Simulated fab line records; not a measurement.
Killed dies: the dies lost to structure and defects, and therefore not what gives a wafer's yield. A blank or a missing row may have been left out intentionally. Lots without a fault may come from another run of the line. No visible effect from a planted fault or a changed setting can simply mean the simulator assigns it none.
8D (eight disciplines) problem report, filled in by code :: flow sky130 :: the parts of the form that need people (team, actions taken, sign-off) are left out

## 1. PROBLEM STATEMENT
VIA3_HDPCVD_THK at SKY_VIA3_THK_MEAS_01 reads a mean of 1920 nm on 2 wafers of 1 lot; wafers without a fault read 1636 nm with a standard deviation of 21. That puts it +14 standard deviations away from the usual mean.
First observed at day 42 10:53: wafer L476.1, on filmMetro-01. At this step, 33 wafers from 11 lots have a number in the record. Rule for "out" (also "out of limits"): further than 4 standard deviations from the usual mean. Any other wafer with a number is counted as sound.

## 2. WHAT IT IS, AND WHAT IT ISN'T
question: which readings at this step
is: VIA3_HDPCVD_THK
is not: -

question: which lots
is: L476
is not: L466, L467, L468, L469, L470, L475, L477, L479, L480, L488

question: which wafers of those lots
is: L476.1, L476.6
is not: L476.4

question: read on which gauges
is: filmMetro-01
is not: filmMetro-02, filmMetro-04

question: when
is: from day 42 10:53
is not: up to then (19 sound wafers); but 12 sound wafers of L477, L479, L480, L488 came after

## 3. SUSPECTS, AND WHAT RULES EACH OUT
Counting: if a tool at a process step up to the reading ran every lot that is out, it stays a suspect. Sound lots after the first of them don't rule it out here, since some wafers of a struck lot are sound.
- the gauge at SKY_VIA3_THK_MEAS_01 has been ruled out. All the wafers that are out were read on filmMetro-01, but those of them that SKY_VIA3_HDPCVD_00 has rows for are out there too, on other tools.
- pvdSputter-03 at SKY_METAL2_SPUTTER_03 (material Ti, target thk 5 nm, time 3.3 s): kept. L476, the lot that is out, went through it at day 38 02:32; up to then, the latest sound lot through it was L470 at day 36 14:05.
- rieMetal-01 at SKY_METAL3_ETCH_16 (etches BARC in N2/H2, stops on SiO2, time 88.2 s, target depth 60 nm): kept. L476, the lot that is out, went through it at day 42 09:42; up to then, the latest sound lot through it was L470 at day 41 02:28.
- hdpcvd-01 at SKY_VIA3_HDPCVD_00 (deposits SiO2, target thk 1635 nm, time 272.5 s): kept. L476, the lot that is out, went through it at day 42 10:44; up to then, the latest sound lot through it was L469 at day 40 11:16. Its own readings are out on those wafers: runLengthS.
- Within hdpcvd-01 at SKY_VIA3_HDPCVD_00, the wafers that are out were processed in chamber 1 and their sound lot-mates in chamber 2.
After the count, these remain: pvdSputter-03 at SKY_METAL2_SPUTTER_03, rieMetal-01 at SKY_METAL3_ETCH_16 and hdpcvd-01 at SKY_VIA3_HDPCVD_00.

## 4. THE CAUSE (what the simulator had put in)
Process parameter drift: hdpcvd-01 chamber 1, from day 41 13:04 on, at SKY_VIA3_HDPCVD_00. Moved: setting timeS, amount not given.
3 suspects survive the count, and this tool is in that group.

## 5. THE CHAIN OF EFFECTS, in route order
One row per reading whose mean, taken over the struck wafers that have a number, lies over 3 standard deviations from the usual. Only readings for which the record gives a usual standard deviation are gone through. hours: the time from each lot's start at the first step in this table that gives one to its start at this step, as a median over the lots. sigmas: the change in usual standard deviations.
hours: 0
step: SKY_VIA3_HDPCVD_00
reading: runLengthS
usual: 300.4 s
on struck wafers: 349.9
change: +49.5
sigmas: +99 or more

hours: 0
step: SKY_VIA3_THK_MEAS_01
reading: VIA3_HDPCVD_THK
usual: 1636 nm
on struck wafers: 1920
change: +284
sigmas: +14
Here are the process steps it includes:
- SKY_VIA3_HDPCVD_00: deposits SiO2, target thk 1635 nm, time 272.5 s.

## 6. WHAT WOULD HAVE CAUGHT IT SOONER
Counted from the fault's start at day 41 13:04, it took 22 hours until the first out-of-limits reading at a measuring or inspecting step in this record, taken at day 42 10:53.
Tool's own readings at SKY_VIA3_HDPCVD_00, runLengthS: out on all struck wafers the step has rows for; an alarm limit on them would have tripped on the first.
All the lots that are out (1) had begun SKY_VIA3_HDPCVD_00 on hdpcvd-01 by day 42 10:53. Holding the tool at that point would not have protected any of them.
